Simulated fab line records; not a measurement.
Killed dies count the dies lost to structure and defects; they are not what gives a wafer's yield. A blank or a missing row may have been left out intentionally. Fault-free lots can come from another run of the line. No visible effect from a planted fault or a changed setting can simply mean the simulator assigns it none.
8D (eight disciplines) problem report, filled in by code -- flow gf180mcu -- the parts of the form that need people (team, actions taken, sign-off) are left out

== 1. WHAT WENT WRONG ==
cd-nm at GF_V1_CD_MEAS_14 reads a mean of 233.6 nm on 3 wafers of 1 lot; wafers without a fault read 260.3 nm with a standard deviation of 1. Relative to the usual mean, that is a shift of -27 standard deviations.
The step: target cd 260 nm.
First seen on wafer L950.1, day 24 03:42, on cd-sem-01. The record holds 39 wafers of 13 lots with a number at this step. Rule for "out" (also "out of limits"): further than 4 standard deviations from the usual mean. The other wafers with a number count as sound.

== 2. WHAT IT IS AND WHAT IT IS NOT ==
question,is,is not
which readings at this step,cd-nm,-
which lots,L950,"L935, L936, L937, L939, L942, L943, L944, L951, L952, L953, L954, L957"
which wafers of those lots,all that have a number,-
read on which gauges,cd-sem-01,cd-sem-02
when,from day 24 03:42,"up to then (21 sound wafers); but 15 sound wafers of L951, L952, L953, L954, L957 came after"

== 3. SUSPECTS, AND WHAT RULES EACH OUT ==
Counting: a tool at any process step up to the reading remains a suspect when it ran all the lots that are out and ran no sound lot after the first of those.
- the gauge at GF_V1_CD_MEAS_14 has been ruled out. All the wafers that are out were read on cd-sem-01, but those of them that GF_V1_SOFTBAKE_10 has rows for are out there too, on other tools.
- plasma-asher-04 at GF_M1_STRIP_17 (strips in O2/N2): ruled out as a lasting fault. The sound lots L952 went through it after L950, its earliest lot that is out (day 23 03:49).
- litho-track-04 at GF_V1_SOFTBAKE_10 (time 60 s): kept. It ran the lot that is out, L950 (day 23 16:00), and no sound lot after that; its last sound lot up to then is L944 (day 21 15:00). Its own heater-power-total-W, plate-temp-C readings are out on those wafers.
After counting, what remains is litho-track-04 at GF_V1_SOFTBAKE_10.

== 4. THE CAUSE (what the simulator had put in) ==
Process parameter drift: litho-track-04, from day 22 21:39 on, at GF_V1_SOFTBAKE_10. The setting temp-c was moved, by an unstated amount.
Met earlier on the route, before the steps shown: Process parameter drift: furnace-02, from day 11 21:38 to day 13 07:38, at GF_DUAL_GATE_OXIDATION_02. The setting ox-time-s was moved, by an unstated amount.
Counting left only this tool.

== 5. SEQUENCE OF EFFECTS, ordered by route ==
Each row: a reading whose mean over the struck wafers that have a number lies more than 3 standard deviations from the usual. Scope: only readings with a usual standard deviation given in the record; hours: median across lots of the time from each lot's start at the first step in this table that gives one to its start at this step; sigmas: change in usual standard deviations.
hours,step,reading,usual,on struck wafers,change,sigmas
0,GF_V1_SOFTBAKE_10,heater-power-total-W,93.06 W,76.03,-17.03,-99 or more
0,GF_V1_SOFTBAKE_10,plate-temp-C,130.02 C,111.54,-18.48,-99 or more
12,GF_V1_CD_MEAS_14,cd-nm,260.3 nm,233.6,-26.7,-27
Process steps it contains:
- GF_V1_SOFTBAKE_10: time 60 s.

== 6. WHAT WOULD HAVE CAUGHT IT SOONER ==
30 hours passed between the start of the fault at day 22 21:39 and the first reading out of limits at a measuring or inspecting step in this record, taken at day 24 03:42.
Tool's own readings at GF_V1_SOFTBAKE_10, heater-power-total-W, plate-temp-C: out on all struck wafers the step has rows for; an alarm limit on them would have tripped on the first.
By day 24 03:42 the whole set of lots that are out, 1 in number, had already begun GF_V1_SOFTBAKE_10 on litho-track-04. A hold on the tool at that time would have spared none of them.
